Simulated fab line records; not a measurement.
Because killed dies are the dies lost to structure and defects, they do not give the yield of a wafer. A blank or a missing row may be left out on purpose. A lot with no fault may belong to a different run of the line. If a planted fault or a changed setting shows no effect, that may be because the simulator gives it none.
Chamber matching / flow gf180mcu / GF_STI_CMP_25 on cmp-02: 4 sister chambers
The step polishes, stops on Si3N4, t overpolish 33 s, target thk 524.6 nm. 8 wafers are shown with their chamber, then 8 later ones without.

WAFERS PAIRED WITH THEIR CHAMBERS
wafer=L166.1; chamber=1; motor_current_A (A)=13.3; overpolish_run_s (s)=33.003
wafer=L170.5; chamber=1; motor_current_A (A)=13.2; overpolish_run_s (s)=33.011
wafer=L173.3; chamber=0; motor_current_A (A)=12.2; overpolish_run_s (s)=32.999
wafer=L173.6; chamber=3; motor_current_A (A)=13.8; overpolish_run_s (s)=33.010
wafer=L185.2; chamber=0; motor_current_A (A)=12.4; overpolish_run_s (s)=33.002
wafer=L185.5; chamber=3; motor_current_A (A)=12.7; overpolish_run_s (s)=33.006
wafer=L185.6; chamber=2; motor_current_A (A)=11.8; overpolish_run_s (s)=33.008
wafer=L186.1; chamber=2; motor_current_A (A)=11.5; overpolish_run_s (s)=32.986

WAFERS MISSING THEIR CHAMBER
wafer=L186.4; motor_current_A (A)=12.3; overpolish_run_s (s)=32.987
wafer=L186.5; motor_current_A (A)=13.4; overpolish_run_s (s)=33.010
wafer=L187.1; motor_current_A (A)=12.4; overpolish_run_s (s)=33.005
wafer=L187.4; motor_current_A (A)=12.9; overpolish_run_s (s)=32.996
wafer=L187.6; motor_current_A (A)=13.0; overpolish_run_s (s)=33.004
wafer=L189.2; motor_current_A (A)=12.6; overpolish_run_s (s)=33.012
wafer=L189.4; motor_current_A (A)=13.2; overpolish_run_s (s)=32.991
wafer=L189.5; motor_current_A (A)=12.6; overpolish_run_s (s)=32.990

THE CHAMBER EACH PASSED THROUGH
wafer=L186.4; from the rows above=can't be placed: 0 or 2 or 1 or 3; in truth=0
wafer=L186.5; from the rows above=can't be placed: 3 or 1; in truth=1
wafer=L187.1; from the rows above=can't be placed: 0 or 2 or 1 or 3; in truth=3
wafer=L187.4; from the rows above=can't be placed: 1 or 0 or 3 or 2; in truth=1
wafer=L187.6; from the rows above=can't be placed: 1 or 3 or 0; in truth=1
wafer=L189.2; from the rows above=can't be placed: 0 or 3 or 1 or 2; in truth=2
wafer=L189.4; from the rows above=can't be placed: 1 or 3 or 0 or 2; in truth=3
wafer=L189.5; from the rows above=can't be placed: 0 or 2 or 1 or 3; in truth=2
Correctly placed: 0 of 8. Can't be placed from these rows: 8 (the true chamber is among the candidates in 8). 0 placed wrongly.
How it was worked out, from the rows above alone: a wafer's distance from a chamber is the root of the sum, over the readings, of the square of ((its reading less the chamber's mean) divided by the reading's scatter). If the next closest chamber is less than 2 further off than the closest, the wafer can't be placed; otherwise it belongs to the closest. The mean given for a chamber averages the wafers shown for that chamber. The scatter is the square root of a quotient: the sum, over the shown wafers, of each reading's squared deviation from its chamber's mean, divided by wafers minus chambers.
